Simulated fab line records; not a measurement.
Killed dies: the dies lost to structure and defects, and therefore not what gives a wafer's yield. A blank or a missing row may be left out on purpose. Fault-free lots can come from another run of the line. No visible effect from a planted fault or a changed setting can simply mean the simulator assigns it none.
fab line records	flow sky130
record: lots: 7	wafers: 21	last-day: 49
route steps=708 shown FIELD_ISO@4 PAD_OPEN@708
lots that met no fault: from a run of the same line without faults
start-h: the number of hours between the record's first day and the start of the first shown wafer of the lot	wait-h: time in hours since the lot's previous step	" repeats the value in the row above	L1.1+2: a single row standing in for several wafers	- either no value or no given start	* or withheld: withheld	< > ~ a bound
route shown NAME@n: a module of which the file shows steps, and the number in the route of the first	usual: the fault-free wafers' mean and standard deviation	same: alike in all rows	chamber/n: place in a boat	sites: each site's reading	_std_site: the standard deviation of these	_edge_site: outer sites' mean less inner sites'	radius-mm: for every site, how far away it sits from the centre of the wafer	mask NAME#n: copy n	behind: the tool/chamber that last shaped the wafer	hold: what put the lot on hold/how long, in hours/how the hold closed	device: whichever transistor did not switch (one of n, p or np)	end of line: the tests these same wafers got at the end of their route	a step with no rows: only its recipe	killed: count of dies lost to structure and defects at first sort (not the wafer's yield)	map: dies across one wafer; x = killed, . = not, _ = none there
set.NAME: the setting the step ran with; set.NAME@STEP: the setting that earlier step ran with	model.NAME: the simulator's own value behind a step, which no gauge read
a table for each step, a row for each wafer; lots at some steps of the route
services: a tool's chamber out of use, with start hour (start-h, from the record's first day; less than 0 if before it), hours out, and reason
== steps ==
step: SKY_FIELD_ISO_CVD_03
recipe: material: Si3N4	precursor: DCS/NH3	target-thk-nm: 165	temp-c: 770	time-s: 2830	pressure-mtorr: 250
step: SKY_FIELD_ISO_THK_MEAS_04
recipe: reads: Si3N4_of_FIELD_ISO_CVD_03
usual: FIELD_ISO_CVD_03_THK: 165.8/1.6
lot.wafer	tool	chamber	start-h	wait-h	FIELD_ISO_CVD_03_THK[nm]
L449.2	film-metro-02	-	16.22	0.0	165.6
L449.4	"	-	"	"	165.3
L449.6	"	-	"	"	165.8
L451.2	film-metro-04	-	24.42	0.0	168.2
L451.3	"	-	"	"	166.3
L451.5	"	-	"	"	165.3
L456.1	film-metro-04	-	51.36	0.0	164.0
L456.3	"	-	"	"	163.5
L456.5	"	-	"	"	164.3
L457.1	film-metro-03	-	54.35	0.0	164.3
L457.5	"	-	"	"	163.8
L457.6	"	-	"	"	164.1
L459.1	film-metro-03	-	64.41	0.0	167.5
L459.3	"	-	"	"	165.2
L459.4	"	-	"	"	165.1
L465.2	film-metro-03	-	96.80	0.0	166.7
L465.4	"	-	"	"	166.7
L465.5	"	-	"	"	165.6
L466.1	film-metro-02	-	99.38	0.0	167.5
L466.4	"	-	"	"	168.4
L466.5	"	-	"	"	166.6
step: SKY_FIELD_ISO_DEHYDRATE_05
recipe: temp-c: 200	time-s: 60
step: SKY_FIELD_ISO_HMDS_06
recipe: prime-time-s: 60	prime-temp-c: 120
step: SKY_FIELD_ISO_COAT_07
recipe: resist: BARC	temp-c: withheld	time-s: withheld	spin-rpm: 3000	resist-thk-nm: 60
step: SKY_FIELD_ISO_COAT_08
recipe: resist: KrF-thick	spin-rpm: 3000	resist-thk-nm: 450
step: SKY_FIELD_ISO_SOFTBAKE_09
recipe: temp-c: 100	time-s: 90	resist: KrF-thick
step: SKY_FIELD_ISO_EXPOSE_10
recipe: mask-id: FOM	na: 0.68	source-shape: annular	sigma-inner: 0.4	sigma-outer: 0.8	target-cd-nm: 150	dose-mj: 28
step: SKY_FIELD_ISO_PEB_11
recipe: peb-temp-c: withheld	peb-time-s: withheld	resist: KrF-thick
step: SKY_FIELD_ISO_DEVELOP_12
recipe: develop-time-s: 60	resist: KrF-thick	dev-temp-c: 21
step: SKY_FIELD_ISO_CD_MEAS_13
recipe: target-cd-nm: 150
usual: cd-nm: 149.9/1.8
lot.wafer	tool	chamber	start-h	wait-h	cd-nm
L449.2	cd-sem-01	-	29.63	-	152.3
L449.4	"	-	"	"	152.8
L449.6	"	-	"	"	154.7
L451.2	cd-sem-01	-	38.93	-	149.5
L451.3	"	-	"	"	148.5
L451.5	"	-	"	"	150.2
L456.1	cd-sem-01	-	67.51	-	151.4
L456.3	"	-	"	"	151.0
L456.5	"	-	"	"	150.6
L457.1	cd-sem-02	-	70.31	-	149.9
L457.5	"	-	"	"	149.9
L457.6	"	-	"	"	149.9
L459.1	cd-sem-02	-	81.16	-	151.6
L459.3	"	-	"	"	151.5
L459.4	"	-	"	"	152.7
L465.2	cd-sem-02	-	115.08	-	151.1
L465.4	"	-	"	"	150.3
L465.5	"	-	"	"	150.6
L466.1	cd-sem-02	-	116.96	-	146.6
L466.4	"	-	"	"	148.6
L466.5	"	-	"	"	149.2
step: SKY_FIELD_ISO_ETCH_14
recipe: chemistry: N2/H2	target: BARC	ion-energy-ev: 200	source-w: 500	bias-w: 100	pressure-mtorr: 30	n2-flow-sccm: 100	h2-flow-sccm: 200	stop-on: SiO2	time-s: 45.9	target-depth-a: 600
usual: drypump-motor-current-A: 5.7/0.43	oes-product-au: 0.855/0.0048	throttle-valve-pct: 13.225/0.0096
lot.wafer	tool	chamber	start-h	wait-h	drypump-motor-current-A	oes-product-au	rf-hours-counter-h	throttle-valve-pct
L449.2	rie-diel-02	3	29.73	0.1	5.2	0.851	80	13.240
L449.4	"	2	"	"	6.1	0.854	2	13.230
L449.6	"	1	"	"	5.4	0.849	-	13.204
L451.2	rie-diel-04	0	39.03	0.1	5.0	0.849	22	13.231
L451.3	"	1	"	"	6.0	0.859	88	13.217
L451.5	"	3	"	"	5.4	0.853	-	13.241
L456.1	rie-diel-04	2	67.63	0.1	5.7	0.844	168	13.226
L456.3	"	3	"	"	5.4	0.850	2	13.214
L456.5	"	2	"	"	5.7	0.854	-	13.218
L457.1	rie-diel-04	3	70.43	0.1	5.4	0.856	2	13.232
L457.5	"	3	"	"	5.4	0.863	-	13.233
L457.6	"	0	"	"	5.0	0.860	-	13.219
L459.1	rie-diel-04	3	81.28	0.1	5.4	0.853	2	13.217
L459.3	"	0	"	"	5.0	0.851	23	13.215
L459.4	"	3	"	"	5.4	0.856	-	13.220
L465.2	rie-diel-02	3	115.18	0.1	5.2	0.853	81	13.233
L465.4	"	1	"	"	5.4	0.857	8	13.234
L465.5	"	0	"	"	6.2	0.857	-	13.220
L466.1	rie-diel-03	2	117.08	0.1	6.4	0.852	161	13.234
L466.4	"	0	"	"	6.0	0.858	87	13.244
L466.5	"	2	"	"	6.4	0.861	-	13.239
step: SKY_FIELD_ISO_ETCH_15
recipe: chemistry: CHF3/O2	target-depth-nm: 180	stop-on: Si	source-w: 600	bias-w: 200	pressure-mtorr: 40	chf3-flow-sccm: 50	O2_flow_sccm: 5	time-s: 72
usual: drypump-motor-current-A: 5.6/0.42	oes-product-au: 0.949/0.0067	throttle-valve-pct: 8.846/0.01
lot.wafer	tool	chamber	start-h	wait-h	drypump-motor-current-A	oes-product-au	rf-hours-counter-h	throttle-valve-pct	model.KrF-thick_of_FIELD_ISO_COAT_08.thk-nm
L449.2	rie-diel-02	3	29.77	0.0	5.2	0.952	80	8.850	242.4
L449.4	"	2	"	"	6.1	0.948	2	8.834	243.7
L449.6	"	1	"	"	5.4	0.952	-	8.851	242.7
L451.2	rie-diel-04	0	39.07	0.0	4.9	0.957	22	8.852	239.2
L451.3	"	1	"	"	5.9	0.947	88	8.854	234
L451.5	"	3	"	"	5.4	0.944	-	8.837	232.1
L456.1	rie-diel-04	2	67.67	0.0	5.7	0.955	168	8.838	132.9
L456.3	"	3	"	"	5.4	0.940	2	8.826	233.4
L456.5	"	2	"	"	5.7	0.948	-	8.853	133.8
L457.1	rie-diel-04	3	70.47	0.0	5.4	0.947	2	8.835	121.6
L457.5	"	3	"	"	5.4	0.949	-	8.856	122.6
L457.6	"	0	"	"	4.9	0.942	-	8.829	239.7
L459.1	rie-diel-04	3	81.32	0.0	5.4	0.957	2	8.838	119.5
L459.3	"	0	"	"	4.9	0.945	23	8.861	234.2
L459.4	"	3	"	"	5.4	0.947	-	8.835	230.4
L465.2	rie-diel-02	3	115.22	0.0	5.2	0.951	81	8.834	239.7
L465.4	"	1	"	"	5.4	0.955	8	8.842	239.8
L465.5	"	0	"	"	6.2	0.941	-	8.842	237.6
L466.1	rie-diel-03	2	117.12	0.0	6.4	0.951	161	8.848	237.2
L466.4	"	0	"	"	6.0	0.959	87	8.839	238.6
L466.5	"	2	"	"	6.4	0.948	-	8.839	236.9
step: SKY_FIELD_ISO_STRIP_16
recipe: chemistry: O2/N2	power-w: 1400	pressure-mtorr: 1500	platen-temp-c: withheld	o2-flow-sccm: 3000	n2-flow-sccm: 300	overash-fraction: 0.5
usual: drypump-motor-current-A: 6.1/0.36	oes-product-au: 0.378/0.0051	strip-time-to-endpoint-s: 3.56/0.035
lot.wafer	tool	chamber	start-h	wait-h	drypump-motor-current-A	oes-product-au	rf-hours-counter-h	strip-time-to-endpoint-s
L449.2	plasma-asher-01	0	29.83	0.0	6.1	0.388	36	3.59
L449.4	"	0	"	"	6.1	0.384	-	3.61
L449.6	"	1	"	"	6.7	0.379	-	3.61
L451.2	plasma-asher-01	0	39.13	0.0	6.2	0.383	37	3.59
L451.3	"	0	"	"	6.1	0.377	-	3.52
L451.5	"	1	"	"	6.7	0.377	-	3.51
L456.1	plasma-asher-01	0	67.73	0.0	6.2	0.335	40	2.40
L456.3	"	1	"	"	6.7	0.374	-	3.49
L456.5	"	0	"	"	6.2	0.340	-	2.43
L457.1	plasma-asher-01	0	70.53	0.0	6.1	0.321	40	2.29
L457.5	"	0	"	"	6.1	0.318	-	2.30
L457.6	"	1	"	"	6.7	0.378	-	3.60
L459.1	plasma-asher-02	0	81.38	0.0	5.8	0.315	38	2.27
L459.3	"	1	"	"	6.1	0.375	-	3.52
L459.4	"	0	"	"	5.8	0.374	-	3.48
L465.2	plasma-asher-02	1	115.28	0.0	6.0	0.377	41	3.59
L465.4	"	0	"	"	5.8	0.384	-	3.58
L465.5	"	1	"	"	6.0	0.380	-	3.55
L466.1	plasma-asher-04	0	117.18	0.0	6.0	0.377	30	3.55
L466.4	"	1	"	"	5.3	0.381	-	3.58
L466.5	"	1	"	"	5.3	0.383	-	3.57
step: SKY_FIELD_ISO_ETCH_17
recipe: target-depth-a: 3420	mask-material: Si3N4	chemistry: HBr/Cl2/O2	target: Si	taper-deg: 5	icp-w: 600	bias-w: 150	pressure-mtorr: 15	HBr_flow_sccm: 150	Cl2_flow_sccm: 40	O2_flow_sccm: 6	time-s: 97.7
usual: drypump-motor-current-A: 5.6/0.44	oes-product-au: 0.997/0.0088	throttle-valve-pct: 25.657/0.0094
lot.wafer	tool	chamber	start-h	wait-h	drypump-motor-current-A	oes-product-au	rf-hours-counter-h	throttle-valve-pct
L449.2	rie-si-01	0	29.93	0.1	5.0	1.010	85	25.641
L449.4	"	2	"	"	5.4	0.990	119	25.664
L449.6	"	1	"	"	5.5	0.985	-	25.658
L451.2	rie-si-02	3	39.23	0.1	6.1	0.981	2	25.671
L451.3	"	1	"	"	6.2	0.996	52	25.657
L451.5	"	3	"	"	6.1	0.980	-	25.664
L456.1	rie-si-01	2	67.83	0.1	5.5	0.990	119	25.638
L456.3	"	0	"	"	5.0	0.986	85	25.652
L456.5	"	0	"	"	5.0	0.992	-	25.660
L457.1	rie-si-02	2	70.63	0.1	5.5	0.985	3	25.667
L457.5	"	2	"	"	5.5	0.989	-	25.655
L457.6	"	3	"	"	6.1	0.993	-	25.670
L459.1	rie-si-02	3	81.48	0.1	6.1	1.002	2	25.644
L459.3	"	2	"	"	5.5	0.994	3	25.657
L459.4	"	0	"	"	5.6	1.008	3	25.647
L465.2	rie-si-02	2	115.38	0.1	5.5	0.983	3	25.663
L465.4	"	1	"	"	6.2	1.000	53	25.653
L465.5	"	0	"	"	5.7	1.003	-	25.656
L466.1	rie-si-01	2	117.28	0.1	5.4	0.990	120	25.659
L466.4	"	3	"	"	4.9	1.001	103	25.661
L466.5	"	1	"	"	5.5	0.992	-	25.629
step: SKY_PAD_OPEN_PROBE_99
usual: killed_at_M0_to_M3: 43/6.8	killed_at_M4_up: 3.2/1.7	killed-at-contacts: 24/5.7	killed-at-front-end: 16/4.3	killed-at-other: 0.3/0.56	killed-dies: 86/9.5	killed-open: 47/6.9	killed-short: 39/5.8
same: gross-dies: 492	killed-at-back-side: 0
lot.wafer	tool	chamber	start-h	wait-h	killed_at_M0_to_M3	killed_at_M4_up	killed-at-contacts	killed-at-front-end	killed-at-other	killed-dies	killed-open	killed-short	model.etest.res_p_drift_20v.line-ohm-um	model.etest.res_p_drift_20v.rs-ohm-sq	model.etest.pfet_16v.r-on-ohm-um	model.etest.res-iso-pwell.rs-ohm-sq	model.etest.res-iso-pwell.line-ohm-um	model.etest.pfet_16v.drive-ua-um	model.etest.cap-poly-to-well.c-af-um2	model.etest.field-p.vt-v
L449.2	prober-02	-	1078.46	0.1	48	4	29	14	0	95	48	47	1.155e+04	9589	1.537e+04	3105	1187	243.2	91.01	-42.01
L449.4	prober-02	-	1078.56	0.2	54	4	29	19	0	106	57	48	1.122e+04	9150	1.49e+04	2968	1130	246.6	92.25	-40.68
L449.6	prober-02	-	1078.66	0.2	52	5	27	19	0	103	66	37	1.138e+04	9402	1.511e+04	3025	1166	244.4	93.14	-41.22
L451.2	prober-02	-	1090.22	0.1	41	2	29	16	0	88	43	45	1.106e+04	9251	1.501e+04	3142	1170	251.2	90.68	-40.23
L451.3	prober-02	-	1090.27	0.2	36	2	24	21	0	83	47	36	1.134e+04	9618	1.535e+04	3337	1263	250	91.77	-41.48
L451.5	prober-02	-	1090.37	0.2	46	1	23	18	0	88	51	37	1.054e+04	8915	1.465e+04	2959	1133	254.3	95.67	-38.84
L456.1	prober-01	-	1117.31	0.1	32	2	23	18	0	75	42	33	1.239e+04	1.034e+04	1.511e+04	3000	1132	249.7	90.67	-42.31
L456.3	prober-01	-	1117.41	0.2	42	1	24	22	0	89	45	44	1.146e+04	9517	1.488e+04	2757	1027	248.1	91.47	-39.7
L456.5	prober-01	-	1117.51	0.2	30	4	27	18	0	79	43	35	1.257e+04	1.07e+04	1.528e+04	3039	1157	247.6	88.3	-42.91
L457.1	prober-02	-	1120.92	0.1	59	4	22	7	0	92	60	32	1.294e+04	1.094e+04	1.618e+04	3852	1468	237.5	89.03	-43.73
L457.5	prober-02	-	1121.12	0.2	53	3	26	16	0	98	50	48	1.306e+04	1.102e+04	1.61e+04	3861	1473	237.2	90.68	-43.83
L457.6	prober-02	-	1121.17	0.2	55	4	37	21	1	118	70	48	1.184e+04	9757	1.523e+04	3340	1270	250.7	90.43	-40.52
L459.1	prober-02	-	1138.17	0.1	44	6	19	11	1	81	48	33	1.454e+04	1.217e+04	1.68e+04	4106	1542	228.9	87.3	-48.04
L459.3	prober-02	-	1138.27	0.2	47	1	16	12	0	76	40	36	1.182e+04	9819	1.518e+04	3139	1197	243.7	91.78	-43
L459.4	prober-02	-	1138.32	0.2	37	2	18	18	0	75	49	26	1.284e+04	1.057e+04	1.572e+04	3439	1293	236.9	88.51	-45.08
L465.2	prober-02	-	1171.87	0.1	48	4	26	12	1	91	45	45	1.125e+04	9558	1.489e+04	2799	1050	244.5	91.7	-43.08
L465.4	prober-02	-	1171.97	0.2	36	3	39	15	0	93	50	43	1.214e+04	1.037e+04	1.546e+04	3002	1128	240.9	89.92	-45.22
L465.5	prober-02	-	1172.02	0.2	52	4	30	11	0	97	53	44	1.224e+04	1.019e+04	1.522e+04	2998	1120	240.8	91.4	-45.07
L466.1	prober-01	-	1176.46	0.1	41	1	20	15	0	77	50	26	1.078e+04	8918	1.511e+04	2992	1135	244	92.47	-41.62
L466.4	prober-01	-	1176.61	0.2	45	4	27	23	0	99	48	50	1.107e+04	9227	1.54e+04	3158	1174	244	89.74	-42.85
L466.5	prober-01	-	1176.66	0.2	64	6	18	23	0	111	62	48	1.086e+04	8954	1.522e+04	3046	1139	241.7	92.32	-42.05
killed by level:class
L449.2 CONTACT:geometric-particle:open=12 VIA1:geometric-particle:open=11 METAL1:geometric-particle:short=9 LI_CONTACT:geometric-particle:open=7 VIA3:geometric-particle:open=7 FIELD_ISO:geometric-particle:short=6 VIA2:geometric-particle:open=5 LOCAL_INTERCONNECT:geometric-particle:short=5
L449.4 CONTACT:geometric-particle:open=12 VIA1:geometric-particle:open=10 VIA2:geometric-particle:open=8 METAL2:geometric-particle:short=7 VIA3:geometric-particle:short=7 POLY_GATE:geometric-particle:short=6 METAL1:geometric-particle:short=6 VIA3:geometric-particle:open=6
L449.6 VIA1:geometric-particle:open=17 VIA3:geometric-particle:open=11 LI_CONTACT:geometric-particle:open=9 POLY_GATE:geometric-particle:open=8 CONTACT:geometric-particle:open=8 VIA2:geometric-particle:open=6 METAL4:geometric-particle:short=5 METAL2:geometric-particle:short=5
L451.2 CONTACT:geometric-particle:open=14 VIA2:geometric-particle:open=9 LI_CONTACT:geometric-particle:open=6 VIA1:geometric-particle:short=6 POLY_GATE:geometric-particle:short=5 VIA1:geometric-particle:open=5 METAL3:geometric-particle:short=5 FIELD_ISO:geometric-particle:open=4
L451.3 VIA1:geometric-particle:open=9 VIA2:geometric-particle:short=8 LI_CONTACT:geometric-particle:open=7 FIELD_ISO:geometric-particle:open=6 CONTACT:geometric-particle:open=6 VIA3:geometric-particle:open=6 CONTACT:geometric-particle:short=5 FIELD_ISO:geometric-particle:short=4
L451.5 VIA1:geometric-particle:open=13 LI_CONTACT:geometric-particle:open=9 CONTACT:geometric-particle:open=9 FIELD_ISO:geometric-particle:short=8 VIA2:geometric-particle:open=6 VIA2:geometric-particle:short=6 VIA3:geometric-particle:open=5 FIELD_ISO:geometric-particle:open=4
L456.1 CONTACT:geometric-particle:open=8 VIA2:geometric-particle:open=7 FIELD_ISO:geometric-particle:open=6 POLY_GATE:geometric-particle:short=6 LI_CONTACT:geometric-particle:open=6 VIA1:geometric-particle:open=6 METAL2:geometric-particle:short=6 VIA1:geometric-particle:short=5
L456.3 CONTACT:geometric-particle:open=12 FIELD_ISO:geometric-particle:short=8 POLY_GATE:geometric-particle:short=8 VIA1:geometric-particle:open=7 VIA2:geometric-particle:open=7 METAL2:geometric-particle:short=6 VIA3:geometric-particle:open=6 LI_CONTACT:geometric-particle:open=5
L456.5 CONTACT:geometric-particle:open=14 VIA1:geometric-particle:open=8 POLY_GATE:geometric-particle:open=6 POLY_GATE:geometric-particle:short=6 LI_CONTACT:geometric-particle:open=4 CONTACT:geometric-particle:short=4 VIA3:geometric-particle:short=4 LI_CONTACT:geometric-particle:short=3
L457.1 VIA2:geometric-particle:open=12 LI_CONTACT:geometric-particle:open=12 VIA1:geometric-particle:open=12 VIA3:geometric-particle:open=9 VIA1:geometric-particle:short=8 CONTACT:geometric-particle:open=5 METAL2:geometric-particle:short=5 VIA2:geometric-particle:short=4
L457.5 VIA1:geometric-particle:open=17 LI_CONTACT:geometric-particle:open=9 VIA3:geometric-particle:short=7 CONTACT:geometric-particle:open=6 METAL1:geometric-particle:short=6 FIELD_ISO:geometric-particle:open=5 CONTACT:geometric-particle:short=5 METAL2:geometric-particle:short=5
L457.6 VIA1:geometric-particle:open=17 LI_CONTACT:geometric-particle:open=13 VIA2:geometric-particle:open=10 CONTACT:geometric-particle:short=7 VIA3:geometric-particle:open=7 VIA1:geometric-particle:short=7 CONTACT:geometric-particle:open=6 LI_CONTACT:geometric-particle:short=6
L459.1 VIA1:geometric-particle:open=14 VIA2:geometric-particle:short=7 CONTACT:geometric-particle:open=6 LI_CONTACT:geometric-particle:open=6 VIA2:geometric-particle:open=6 LOCAL_INTERCONNECT:geometric-particle:short=5 METAL1:geometric-particle:short=5 VIA3:geometric-particle:open=5
L459.3 VIA2:geometric-particle:open=12 METAL1:geometric-particle:short=7 VIA1:geometric-particle:open=7 CONTACT:geometric-particle:open=6 VIA3:geometric-particle:open=6 METAL3:geometric-particle:short=4 VIA1:geometric-particle:short=4 FIELD_ISO:geometric-particle:short=3
L459.4 VIA2:geometric-particle:open=11 FIELD_ISO:geometric-particle:open=9 CONTACT:geometric-particle:open=9 METAL1:geometric-particle:short=7 METAL2:geometric-particle:short=6 LI_CONTACT:geometric-particle:open=5 VIA3:geometric-particle:open=4 SPACER:geometric-particle:short=3
L465.2 CONTACT:geometric-particle:open=8 VIA2:geometric-particle:open=8 VIA1:geometric-particle:open=7 LI_CONTACT:geometric-particle:open=7 METAL2:geometric-particle:short=7 METAL3:geometric-particle:short=7 VIA2:geometric-particle:short=6 METAL1:geometric-particle:short=5
L465.4 CONTACT:geometric-particle:open=15 VIA3:geometric-particle:open=7 LI_CONTACT:geometric-particle:open=6 LOCAL_INTERCONNECT:geometric-particle:short=6 CONTACT:geometric-particle:short=6 VIA1:geometric-particle:open=6 POLY_GATE:geometric-particle:open=5 LI_CONTACT:geometric-particle:short=5
L465.5 CONTACT:geometric-particle:open=14 VIA3:geometric-particle:open=12 VIA1:geometric-particle:short=10 LI_CONTACT:geometric-particle:open=8 VIA1:geometric-particle:open=6 VIA2:geometric-particle:open=6 METAL3:geometric-particle:short=5 CONTACT:geometric-particle:short=5
L466.1 VIA1:geometric-particle:open=17 CONTACT:geometric-particle:open=8 LI_CONTACT:geometric-particle:open=7 VIA2:geometric-particle:open=5 POLY_GATE:geometric-particle:short=4 VIA1:geometric-particle:short=4 METAL2:geometric-particle:short=4 POLY_GATE:geometric-particle:open=3
L466.4 VIA1:geometric-particle:open=12 VIA1:geometric-particle:short=10 CONTACT:geometric-particle:open=9 LI_CONTACT:geometric-particle:open=7 POLY_GATE:geometric-particle:open=6 VIA2:geometric-particle:open=5 POLY_GATE:geometric-particle:short=4 LI_CONTACT:geometric-particle:short=4
L466.5 VIA1:geometric-particle:open=15 VIA3:geometric-particle:open=12 VIA1:geometric-particle:short=8 VIA2:geometric-particle:open=8 FIELD_ISO:geometric-particle:open=7 METAL2:geometric-particle:short=7 FIELD_ISO:geometric-particle:short=6 CONTACT:geometric-particle:open=6
== services ==
tool	chamber	start-h	hours	kind
rie-diel-03	-	19.84	0.1	repair
plasma-asher-04	-	21.29	2.8	pm
plasma-asher-04	-	25.79	1.2	repair
rie-si-01	-	26.76	0.1	repair
rie-diel-03	3	39.09	14.2	repair
rie-diel-03	1	48.47	2.7	repair
rie-diel-03	3	57.39	3.6	repair
plasma-asher-02	-	67.69	6.8	repair
plasma-asher-04	-	67.69	1.5	repair
plasma-asher-04	-	76.88	1.9	repair
rie-diel-04	2	77.69	-	clean
rie-diel-04	2	77.69	20.9	scheduled-down
rie-diel-04	2	77.69	20.9	vent-cycle
rie-diel-04	-	93.63	1.1	repair
rie-diel-04	0	95.56	4.0	repair
rie-diel-02	2	104.59	9.1	repair
== key ==
first-sign: step: SKY_FIELD_ISO_STRIP_16	reading: strip-time-to-endpoint-s	direction: down	sigmas: 35	usual: *	struck: *
effect: step: SKY_FIELD_ISO_STRIP_16	reading: oes-product-au	direction: down	sigmas: 10	usual: 0.378	struck: 0.326
model-effect: step: SKY_FIELD_ISO_ETCH_15	value: KrF-thick_of_FIELD_ISO_COAT_08.thk-nm	without: 236	struck: 126.1
model-effect: step: SKY_PAD_OPEN_PROBE_99	value: etest.res_p_drift_20v.line-ohm-um	without: 1.152e+04	struck: 1.31e+04
met-at SKY_FIELD_ISO_ETCH_15
struck-wafers L456.1,L456.5,L457.1,L457.5,L459.1
tester-left-out L456,L457,L459
onset-between 39.07 67.67
fault: kind: process-parameter-drift	tool: rie-diel-04	chamber: -	onset-h: 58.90	steps: SKY_FIELD_ISO_ETCH_15	channel: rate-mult	offset: 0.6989	shape: step	end-h: 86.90	scope: struck-wafers-only
tester-left-out: of these lots the tester's yield and bins aren't shown, on N5 and GAA mostly nor the transistor test; their killed dies are dies lost to structure and defects alone, not to doping, threshold or leakage, so they don't give the yield
